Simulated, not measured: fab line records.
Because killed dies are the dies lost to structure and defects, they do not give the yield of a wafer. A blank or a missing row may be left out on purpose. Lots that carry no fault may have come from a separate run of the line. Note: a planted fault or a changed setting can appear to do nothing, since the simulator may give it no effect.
fab line records	flow sfq-line
[record] lots = 6	wafers = 18	last-day = 92
route steps=325 shown M5@206 A5B@209 R5@212
lots that met no fault: taken from a fault-free run of the same line
start-h: hours from the record's first day to the start of the lot's first wafer shown	wait-h: hours elapsed since this lot's preceding step	" same as the row above	L1.1+2: a row that stands for several wafers	- no value present, or no start provided	* or withheld: withheld	< > ~ a bound
route shown NAME@n: a module of which the file shows steps, and the number in the route of the first	usual: the fault-free wafers' mean and standard deviation	same: alike in all rows	chamber/n: place in a boat	sites: the reading at each site	_std_site: standard deviation across them	_edge_site: the outer-site mean with the inner-site mean subtracted	radius-mm: for every site, how far away it sits from the centre of the wafer	mask NAME#n: copy n	behind: tool/chamber where the wafer was last shaped	hold: the reason the lot was held/the length of the hold in hours/how it ended	device: transistor that didn't switch, given as n, p or np	end of line: at the end of the route, the tests of the same wafers	step lacking rows: just its recipe	killed: the dies lost at the first sort to structure and to defects; this is not the yield of the wafer	map: shows each die of a wafer: x if killed, . if not, _ if none is there
set.NAME: setting as actually run; set.NAME@STEP: the setting as run at that earlier step	model.NAME: the simulator's own value behind a step, which no gauge read
a table for each step, a row for each wafer; lots at some steps of the route
services: the hour from which a tool's chamber was out of use, counted from the record's first day as start-h (under 0 if before that day), plus the number of hours and why
[[steps]]
[step SFQ_TRILAYER_M5_ETCH_METAL_ETCH_126]
[recipe] target = Nb	stop-on = SiO2	mask-material = PR	over-etch-frac = 0.15	time-s = 203.2	chemistry = Cl2/BCl3	target-depth-nm = 265	icp-w = 600	bias-w = 80	pressure-mtorr = 10
[step SFQ_TRILAYER_M5_STRIP_STRIP_127]
[recipe] gas = O2	power-w = 200	platen-temp-c = 40	overash-fraction = 0.65	chemistry = O2	pressure-mtorr = 50
[usual] drypump-motor-current-A = 5.7/0.42	oes-product-au = 1.002/0.012
lot.wafer	tool	chamber	start-h	wait-h	drypump-motor-current-A	oes-product-au	rf-hours-counter-h
L416.3	rie-metal-02	0	1582.23	0.3	5.5	0.981	-
L416.4	"	1	"	"	6.3	0.993	-
L416.6	"	0	"	"	5.5	0.973	-
L417.2	rie-metal-02	0	1589.94	0.1	5.5	0.986	112
L417.5	"	1	"	"	6.3	1.005	-
L417.6	"	0	"	"	5.5	0.993	-
L428.1	rie-metal-02	1	1708.40	0.4	6.3	1.019	25
L428.2	"	1	"	"	6.3	1.016	-
L428.5	"	1	"	"	6.3	1.008	-
L429.1	rie-metal-04	1	1715.18	0.1	5.5	0.982	102
L429.4	"	1	"	"	5.5	0.977	-
L429.6	"	1	"	"	5.4	0.975	-
L431.2	rie-metal-02	1	1732.40	0.1	6.3	1.005	28
L431.3	"	1	"	"	6.3	1.011	-
L431.4	"	0	"	"	5.5	0.995	-
L432.3	rie-metal-02	0	1739.80	0.3	5.6	0.998	-
L432.4	"	1	"	"	6.3	1.012	-
L432.6	"	1	"	"	6.3	1.018	-
[step SFQ_TRILAYER_M5_STRIP_SOLV_CLEAN_128]
[recipe] chemistry = NMP	temp-c = 70	time-s = 600
[step SFQ_TRILAYER_A5B_DEP_PECVD_129]
[recipe] material = SiO2	temp-c = 150	time-s = 133.33	pressure-torr = 2.4	rf-w = 183.3	precursor = SiH4/N2O	target-thk-nm = 600
[usual] heater-power-w = 83/15	showerhead-vpp-V = 830/35	throttle-valve-pct = 24.4/1.5
[same] time-s = 133.33
lot.wafer	tool	chamber	start-h	wait-h	heater-power-w	showerhead-vpp-V	throttle-valve-pct
L416.3	pecvd-03	0	1582.81	0.0	100	849	23.4
L416.4	"	1	"	"	77	837	27.2
L416.6	"	2	"	"	105	867	24.6
L417.2	pecvd-02	2	1590.75	0.0	71	880	23.9
L417.5	"	2	"	"	71	855	23.7
L417.6	"	0	"	"	72	847	25.7
L428.1	pecvd-02	1	1710.18	0.0	62	742	22.5
L428.2	"	2	"	"	68	866	23.2
L428.5	"	1	"	"	65	741	22.5
L429.1	pecvd-02	0	1715.95	0.0	78	829	22.7
L429.4	"	1	"	"	64	743	22.6
L429.6	"	0	"	"	82	836	22.8
L431.2	pecvd-02	1	1733.17	0.0	63	752	22.5
L431.3	"	0	"	"	78	844	23.0
L431.4	"	2	"	"	68	862	23.0
L432.3	pecvd-03	1	1740.37	0.0	90	832	27.6
L432.4	"	1	"	"	87	828	27.9
L432.6	"	0	"	"	110	836	23.6
[step SFQ_TRILAYER_A5B_CMP_CMP_130]
[recipe] stop-on = Nb	down-force-psi = 3	platen-rpm = 60	target-thk-nm = 340.7
[step SFQ_TRILAYER_A5B_METRO_MEASURE_131]
[step SFQ_TRILAYER_R5_DEP_SPUTTER_132]
[recipe] material = Ti	base-pressure-pa = 1.33e-06	target-thk-nm = 5	power-w = 2000	time-s = 5	chamber-pressure-pa = 0.4
[usual] chamber-pressure-pa = 0.4001/0.00074	throttle-valve-pct = 29.8/1.1
[same] time-s = 5
lot.wafer	tool	chamber	start-h	wait-h	chamber-pressure-pa	throttle-valve-pct
L416.3	pvd-sputter-04	-	1587.10	0.6	0.4003	30.5
L416.4	"	-	"	"	0.4001	27.3
L416.6	"	-	"	"	0.4005	29.8
L417.2	pvd-sputter-04	-	1599.84	0.8	0.4006	27.2
L417.5	"	-	"	"	0.3990	30.1
L417.6	"	-	"	"	0.3993	27.2
L428.1	pvd-sputter-06	-	1721.39	1.0	0.3997	29.5
L428.2	"	-	"	"	0.3998	30.1
L428.5	"	-	"	"	0.3999	31.1
L429.1	pvd-sputter-04	-	1724.39	1.0	0.4002	27.1
L429.4	"	-	"	"	0.3985	30.2
L429.6	"	-	"	"	0.3990	27.4
L431.2	pvd-sputter-06	-	1737.86	0.8	0.4005	30.2
L431.3	"	-	"	"	0.3996	30.6
L431.4	"	-	"	"	0.4016	29.4
L432.3	pvd-sputter-06	-	1744.66	0.6	0.4002	30.6
L432.4	"	-	"	"	0.4001	30.2
L432.6	"	-	"	"	0.3992	29.4
[step SFQ_TRILAYER_R5_DEP_SPUTTER_133]
[recipe] material = MoNx	base-pressure-pa = 1.33e-06	target-thk-nm = 40	power-w = 1000	time-s = 66.7	chamber-pressure-pa = 0.4
[usual] chamber-pressure-pa = 0.4001/0.0008	throttle-valve-pct = 29.8/1.1
[same] time-s = 66.7
lot.wafer	tool	chamber	start-h	wait-h	chamber-pressure-pa	throttle-valve-pct
L416.3	pvd-sputter-04	-	1587.12	0.0	0.4010	30.5
L416.4	"	-	"	"	0.4005	27.2
L416.6	"	-	"	"	0.3991	29.6
L417.2	pvd-sputter-04	-	1599.86	0.0	0.4002	27.3
L417.5	"	-	"	"	0.3994	30.0
L417.6	"	-	"	"	0.4015	27.1
L428.1	pvd-sputter-06	-	1721.41	0.0	0.3999	29.6
L428.2	"	-	"	"	0.4000	30.1
L428.5	"	-	"	"	0.4001	31.7
L429.1	pvd-sputter-04	-	1724.41	0.0	0.4002	27.2
L429.4	"	-	"	"	0.4005	30.4
L429.6	"	-	"	"	0.3990	27.2
L431.2	pvd-sputter-06	-	1737.87	0.0	0.3998	30.1
L431.3	"	-	"	"	0.3991	30.7
L431.4	"	-	"	"	0.3997	29.4
L432.3	pvd-sputter-06	-	1744.68	0.0	0.4003	30.5
L432.4	"	-	"	"	0.3996	30.0
L432.6	"	-	"	"	0.4000	29.5
[step SFQ_TRILAYER_R5_DEP_SPUTTER_134]
[recipe] material = Ti	base-pressure-pa = 1.33e-06	target-thk-nm = 5	power-w = 2000	time-s = 5	chamber-pressure-pa = 0.4
[usual] chamber-pressure-pa = 0.4000/0.00089	throttle-valve-pct = 29.8/1.1
[same] time-s = 5
lot.wafer	tool	chamber	start-h	wait-h	chamber-pressure-pa	throttle-valve-pct
L416.3	pvd-sputter-04	-	1587.17	0.0	0.3992	30.3
L416.4	"	-	"	"	0.4005	27.1
L416.6	"	-	"	"	0.4001	29.9
L417.2	pvd-sputter-04	-	1599.92	0.0	0.3986	27.5
L417.5	"	-	"	"	0.4011	30.5
L417.6	"	-	"	"	0.3997	27.3
L428.1	pvd-sputter-06	-	1721.46	0.0	0.4004	29.6
L428.2	"	-	"	"	0.4003	30.5
L428.5	"	-	"	"	0.3998	31.4
L429.1	pvd-sputter-04	-	1724.46	0.0	0.3987	27.5
L429.4	"	-	"	"	0.3987	30.0
L429.6	"	-	"	"	0.3991	27.2
L431.2	pvd-sputter-06	-	1737.93	0.0	0.3992	30.2
L431.3	"	-	"	"	0.4011	30.6
L431.4	"	-	"	"	0.4003	29.4
L432.3	pvd-sputter-06	-	1744.74	0.0	0.4006	30.7
L432.4	"	-	"	"	0.4005	30.2
L432.6	"	-	"	"	0.3996	29.6
[step SFQ_R5_RS_MEAS_933]
[recipe] thk-meas-gauge = four-point-probe	reads = Ti_of_TRILAYER_R5_DEP_SPUTTER_134+MoNx_of_TRILAYER_R5_DEP_SPUTTER_133+Ti_of_TRILAYER_R5_DEP_SPUTTER_132
[usual] R5_MONX_RS = 7.10/0.093
lot.wafer	tool	chamber	start-h	wait-h	R5_MONX_RS[ohm/sq]
L416.3	film-metro-01	-	1587.23	0.0	7.15
L416.4	"	-	"	"	7.26
L416.6	"	-	"	"	7.02
L417.2	film-metro-04	-	1599.96	0.0	7.26
L417.5	"	-	"	"	7.00
L417.6	"	-	"	"	7.26
L428.1	film-metro-01	-	1721.48	0.0	7.19
L428.2	"	-	"	"	7.15
L428.5	"	-	"	"	7.05
L429.1	film-metro-01	-	1724.48	0.0	7.33
L429.4	"	-	"	"	7.01
L429.6	"	-	"	"	7.31
L431.2	film-metro-01	-	1737.97	0.0	7.10
L431.3	"	-	"	"	7.15
L431.4	"	-	"	"	7.09
L432.3	film-metro-03	-	1744.80	0.0	7.05
L432.4	"	-	"	"	7.03
L432.6	"	-	"	"	7.05
[step SFQ_R5_THK_MEAS_934]
[recipe] thk-meas-gauge = xrf	reads = MoNx_of_TRILAYER_R5_DEP_SPUTTER_133
[usual] R5_MONX_THK = 40.1/0.65
lot.wafer	tool	chamber	start-h	wait-h	R5_MONX_THK[nm]
L416.3	film-metro-01	-	1587.33	0.1	39.7
L416.4	"	-	"	"	39.4
L416.6	"	-	"	"	40.5
L417.2	film-metro-04	-	1600.07	0.1	38.8
L417.5	"	-	"	"	40.5
L417.6	"	-	"	"	39.1
L428.1	film-metro-01	-	1721.60	0.1	39.3
L428.2	"	-	"	"	39.5
L428.5	"	-	"	"	40.2
L429.1	film-metro-01	-	1724.60	0.1	38.7
L429.4	"	-	"	"	40.5
L429.6	"	-	"	"	38.6
L431.2	film-metro-01	-	1738.08	0.1	40.2
L431.3	"	-	"	"	39.8
L431.4	"	-	"	"	39.7
L432.3	film-metro-03	-	1744.90	0.1	40.4
L432.4	"	-	"	"	40.8
L432.6	"	-	"	"	40.4
[step SFQ_TRILAYER_R5_LITHO_COAT_141]
[recipe] resist = BARC	spin-rpm = 3000	resist-thk-nm = 62
[step SFQ_TRILAYER_R5_LITHO_COAT_136]
[recipe] resist = KrF	spin-rpm = 3000	resist-thk-nm = 600
lot.wafer	tool	chamber	start-h	wait-h	model.KrF_of_TRILAYER_R5_LITHO_COAT_136.thk-nm
L416.3	litho-track-02	0	1587.77	0.2	599.5
L416.4	"	0	"	"	598.5
L416.6	"	0	"	"	597.8
L417.2	litho-track-04	0	1600.47	0.2	600.5
L417.5	"	0	"	"	598
L417.6	"	0	"	"	598.4
L428.1	litho-track-02	0	1721.96	0.2	611.6
L428.2	"	0	"	"	599.8
L428.5	"	0	"	"	609.7
L429.1	litho-track-02	0	1724.96	0.2	609.7
L429.4	"	0	"	"	600.6
L429.6	"	0	"	"	611.8
L431.2	litho-track-04	0	1738.48	0.2	596.7
L431.3	"	0	"	"	597.6
L431.4	"	0	"	"	598.2
L432.3	litho-track-03	0	1745.34	0.2	598.8
L432.4	"	0	"	"	599.4
L432.6	"	0	"	"	598.7
[step SFQ_TRILAYER_R5_LITHO_SOFTBAKE_140]
[recipe] temp-c = withheld	time-s = withheld	resist = KrF
[step SFQ_TRILAYER_R5_LITHO_EXPOSE_137]
[recipe] mask-id = R5	na = 0.6	source-shape = conventional	sigma-outer = 0.65	target-cd-nm = 500	dose-mj = 14.4
[step SFQ_TRILAYER_R5_LITHO_PEB_139]
[recipe] peb-temp-c = 115	peb-time-s = 60	resist = KrF
[step SFQ_TRILAYER_R5_LITHO_DEVELOP_138]
[recipe] time-s = 60	resist = KrF
[step SFQ_R5_OVL_MEAS_935]
[usual] R5_OVL = 1/6
lot.wafer	tool	chamber	start-h	wait-h	R5_OVL[nm]
L416.3	overlay-02	-	1637.49	0.1	-2
L416.4	"	-	"	"	5
L416.6	"	-	"	"	13
L417.2	overlay-02	-	1638.68	0.1	5
L417.5	"	-	"	"	3
L417.6	"	-	"	"	9
L428.1	overlay-02	-	1811.62	0.1	7
L428.2	"	-	"	"	0
L428.5	"	-	"	"	10
L429.1	overlay-02	-	1816.42	0.1	-2
L429.4	"	-	"	"	-5
L429.6	"	-	"	"	-4
L431.2	overlay-02	-	1825.08	0.1	4
L431.3	"	-	"	"	9
L431.4	"	-	"	"	6
L432.3	overlay-02	-	1832.28	0.1	-1
L432.4	"	-	"	"	6
L432.6	"	-	"	"	6
[step SFQ_TRILAYER_R5_BARC_OPEN_METAL_ETCH_177]
[recipe] mask-material = PR	chemistry = O2	target-depth-nm = 125	target = BARC	icp-w = 600	bias-w = 80	pressure-mtorr = 10	time-s = 41.7
[step SFQ_TRILAYER_R5_ETCH_METAL_ETCH_139]
[recipe] stop-on = SiO2	mask-material = PR	chemistry = Cl2	target-depth-nm = 60	icp-w = 600	bias-w = 80	pressure-mtorr = 10	time-s = 40
[usual] drypump-motor-current-A = 5.7/0.42	oes-product-au = 0.989/0.0091
[same] time-s = 40
lot.wafer	tool	chamber	start-h	wait-h	drypump-motor-current-A	oes-product-au	rf-hours-counter-h	model.KrF_of_TRILAYER_R5_LITHO_COAT_136.thk-nm
L416.3	rie-metal-03	1	1637.59	0.0	5.2	0.987	-	498.5
L416.4	"	0	"	"	5.9	1.003	-	495.7
L416.6	"	0	"	"	5.9	0.984	-	495.1
L417.2	rie-metal-01	1	1638.77	0.0	6.0	0.982	53	500.2
L417.5	"	0	"	"	5.3	0.969	-	500.3
L417.6	"	1	"	"	6.0	0.978	-	498.4
L428.1	rie-metal-02	1	1811.72	0.0	6.3	0.992	38	509.5
L428.2	"	0	"	"	5.5	0.992	12	498.7
L428.5	"	0	"	"	5.5	0.993	-	508
L429.1	rie-metal-02	0	1816.52	0.0	5.5	0.994	13	508.9
L429.4	"	0	"	"	5.6	0.998	-	499.4
L429.6	"	1	"	"	6.3	0.990	-	510.7
L431.2	rie-metal-01	0	1825.17	0.0	5.3	0.978	71	498.2
L431.3	"	0	"	"	5.3	0.978	-	499.6
L431.4	"	1	"	"	6.0	0.985	-	497.3
L432.3	rie-metal-03	1	1832.39	0.0	5.2	0.987	-	497.8
L432.4	"	0	"	"	5.9	0.992	-	496.6
L432.6	"	1	"	"	5.2	1.000	-	497.7
[step SFQ_TRILAYER_R5_STRIP_STRIP_140]
[recipe] gas = O2	power-w = 200	platen-temp-c = 40	overash-fraction = 0.65	chemistry = O2	pressure-mtorr = 50
[[services]]
tool	chamber	start-h	hours	kind
pecvd-02	-	1581.62	2.1	repair
rie-metal-02	-	1585.15	2.8	pm
pvd-sputter-04	-	1593.44	3.4	repair
rie-metal-03	-	1600.04	2.0	repair
pecvd-02	2	1603.95	1.8	repair
pvd-sputter-06	-	1614.09	9.0	repair
rie-metal-02	1	1615.20	3.7	repair
rie-metal-03	-	1622.14	0.2	repair
pecvd-03	-	1627.44	4.2	repair
pvd-sputter-06	-	1660.33	1.8	repair
pvd-sputter-06	-	1671.29	0.5	repair
pecvd-02	-	1673.95	0.7	repair
pecvd-03	-	1674.22	0.4	repair
pecvd-02	-	1686.25	14.0	pm
pecvd-03	-	1692.03	0.3	repair
pecvd-03	-	1695.62	2.9	repair
pecvd-03	-	1713.92	1.0	repair
pvd-sputter-04	-	1751.65	7.8	repair
rie-metal-01	0	1752.37	4.8	repair
pecvd-02	-	1769.33	1.0	repair
pecvd-02	-	1777.18	2.3	repair
pvd-sputter-06	-	1799.30	0.9	repair
pecvd-02	-	1805.24	6.3	repair
pvd-sputter-06	-	1815.36	5.3	repair
[[key]]
first-sign none at tools or gauges
[model-effect] step = SFQ_TRILAYER_R5_LITHO_COAT_136	value = KrF_of_TRILAYER_R5_LITHO_COAT_136.thk-nm	without = 599.9	struck = 610.7
[model-effect] step = SFQ_TRILAYER_R5_ETCH_METAL_ETCH_139	value = KrF_of_TRILAYER_R5_LITHO_COAT_136.thk-nm	without = 498.5	struck = 509.3
met-at SFQ_TRILAYER_R5_LITHO_COAT_136
struck-wafers L428.1,L428.5,L429.1,L429.6
onset-between 1587.77 1721.96
[fault] kind = process-parameter-drift	tool = litho-track-02	chamber = -	onset-h = 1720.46	steps = SFQ_TRILAYER_R5_LITHO_COAT_136	channel = resist-thk-nm	offset = 10.759	shape = step	end-h = 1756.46	scope = struck-wafers-only	acts-in = these-recipes-only	stated = 600
